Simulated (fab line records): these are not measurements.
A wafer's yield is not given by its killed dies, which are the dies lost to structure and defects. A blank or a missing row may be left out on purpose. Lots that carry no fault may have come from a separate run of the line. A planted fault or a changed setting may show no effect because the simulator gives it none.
Which tool is to blame? | flow gf180mcu | 6 lots with 18 wafers sampled at 4 steps, on a route of 602 steps

## WHAT THE GAUGES SHOWED, per wafer
GF_TOP_METAL_THK_MEAS_06: measures by xrf.
lot  | measured     | on           | TOP_METAL_ALCU_THK (nm)
L939 | day 27 22:59 | filmMetro-01 | 916 906 918
L941 | day 28 14:59 | filmMetro-01 | 903 905 907
L944 | day 29 18:34 | filmMetro-01 | 902 903 905
L951 | day 32 05:37 | filmMetro-02 | 904 907 913
L956 | day 33 08:20 | filmMetro-01 | 904 914 900
L959 | day 33 09:31 | filmMetro-01 | 903 885 905

## WHAT TOOL EACH LOT RAN ON (gives the tool, then ch and the chambers of the sampled wafers, and finally the start)
lot  | GF_V1_SPUTTER_21            | GF_MIM_SPUTTER_07           | GF_V5_CMP_04
L939 | pvdSputter-04, day 18 23:40 | pvdSputter-02, day 25 05:57 | cmp-01 ch 0,2,3, day 27 00:47
L941 | pvdSputter-04, day 19 17:38 | pvdSputter-03, day 25 21:30 | cmp-01 ch 0,1,3, day 27 16:52
L944 | pvdSputter-01, day 21 03:53 | pvdSputter-01, day 27 04:08 | cmp-02 ch 0,1,3, day 28 21:23
L951 | pvdSputter-04, day 23 01:28 | pvdSputter-02, day 28 20:21 | cmp-02 ch 1,2,3, day 30 11:27
L956 | pvdSputter-02, day 25 00:17 | pvdSputter-01, day 30 12:20 | cmp-02 ch 0,1,2, day 32 17:40
L959 | pvdSputter-04, day 25 21:31 | pvdSputter-01, day 31 04:06 | cmp-02 ch 0,2,3, day 32 19:28
- GF_V1_SPUTTER_21: material Ti, target thk 15 nm, time 80.02 s.
- GF_MIM_SPUTTER_07: material TiN, target thk 60 nm, time 50 s.
- GF_V5_CMP_04: polishes SiO2.

## THE ANSWER, worked out from the rows above alone
Rule: usual is defined by the lots themselves. Put in order of their means at a reading, lots are off if they are a third of the lots or fewer, leave a main group of 4 or more, and stand apart from it by a gap of 3 or more times the standard deviation of the main group's means; of several such gaps the widest counts. Not used: any main group whose means are identical at the precision the tables above print for the reading. A lot without any number at a reading at which 4 lots or more have one is off too. All remaining lots with rows at the step are treated as sound.
Across all readings shown, no lot is off: no conclusion can be drawn from this.

## WHAT THE SIMULATOR PUT IN
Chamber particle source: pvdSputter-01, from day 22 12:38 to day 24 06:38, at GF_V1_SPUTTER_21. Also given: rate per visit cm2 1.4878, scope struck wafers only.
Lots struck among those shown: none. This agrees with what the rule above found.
